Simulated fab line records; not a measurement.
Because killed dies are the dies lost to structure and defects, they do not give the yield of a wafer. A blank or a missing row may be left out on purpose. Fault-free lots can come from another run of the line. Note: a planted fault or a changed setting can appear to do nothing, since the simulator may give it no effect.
8D (eight disciplines) problem report, filled in by code :: flow sky130 :: the parts of the form that need people (team, actions taken, sign-off) are left out

1. THE PROBLEM
VIA1_BOW at SKY_VIA1_BOW_MEAS_03 reads a mean of 118 um on 6 wafers of 2 lots; wafers without a fault read 80 um with a standard deviation of 6.9. That is +5.4 standard deviations from the usual mean.
The first sign was on wafer L715.1 at day 35 19:40, on filmMetro-04. The record has a number at this step for 42 wafers belonging to 14 lots. By rule, "out" or "out of limits" means more than 4 standard deviations away from the usual mean. All remaining wafers that have a number are taken as sound.

2. WHAT IT IS, AND WHAT IT ISN'T
question: which readings at this step
is: VIA1_BOW
is not: -

question: which lots
is: L715, L716
is not: L707, L708, L709, L710, L711, L712, L725, L726, L727, L728, L729, L730

question: which wafers of those lots
is: all that have a number
is not: -

question: read on which gauges
is: filmMetro-03, filmMetro-04
is not: filmMetro-01

question: when
is: from day 35 19:40
is not: up to then (18 sound wafers); but 18 sound wafers of L725, L726, L727, L728, L729, L730 came after

3. THE SUSPECTS, EACH WITH WHAT RULES IT OUT
Counting: a tool at any process step up to the reading remains a suspect when it ran all the lots that are out and ran no sound lot after the first of those.
- the gauge at SKY_VIA1_BOW_MEAS_03 is ruled out. 2 gauges (filmMetro-03, filmMetro-04) read the wafers that are out.
- cmp-02 at SKY_VIA1_CMP_02 (polishes SiO2): ruled out as a lasting fault. After its first lot that is out, L715 (day 35 19:25), sound lots L725, L726, L728, L730 ran on it.
Left after counting: nothing in the record.

4. THE CAUSE (what the simulator had put in)
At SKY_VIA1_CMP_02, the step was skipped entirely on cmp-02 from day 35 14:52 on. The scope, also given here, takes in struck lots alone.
The count ruled it out by mistake, since the rule takes a fault to strike every lot its tool runs from the start of the fault on, and this one did not do so.

5. SEQUENCE OF EFFECTS, ordered by route
Each row: a reading whose mean over the struck wafers that have a number lies more than 3 standard deviations from the usual. Readings are gone through only where the record gives a usual standard deviation; hours: the median, over the lots, of the time from a lot's start at the first step in this table giving one to that lot's start at this step; sigmas: the change measured in usual standard deviations.
hours: 0
step: SKY_VIA1_BOW_MEAS_03
reading: VIA1_BOW
usual: 80 um
on struck wafers: 118
change: +38
sigmas: +5.4

hours: 26
step: SKY_VIA1_ETCH_15
reading: oesProductAu
usual: 0.982 a.u.
on struck wafers: 1.623
change: +0.641
sigmas: +99 or more
Here are the process steps it includes:
- SKY_VIA1_ETCH_15: etches SiO2 in C4F8/O2/Ar, stops on TiN, target depth 351 nm, time 54 s.
Readings that are blank on the struck wafers while sound wafers have them: edgeZonePressureFrac at SKY_VIA1_CMP_02; headPressurePsi at SKY_VIA1_CMP_02; motorCurrentA at SKY_VIA1_CMP_02.

6. HOW IT WOULD HAVE BEEN CAUGHT EARLIER
In this record the first reading out of limits at a measuring or inspecting step was taken at day 35 19:40, 5 hours after the fault began at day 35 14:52.
At SKY_VIA1_CMP_02 the tool's readings are blank on the struck wafers, where sound wafers have them: an empty tool record is the first sign, and it was there at once.
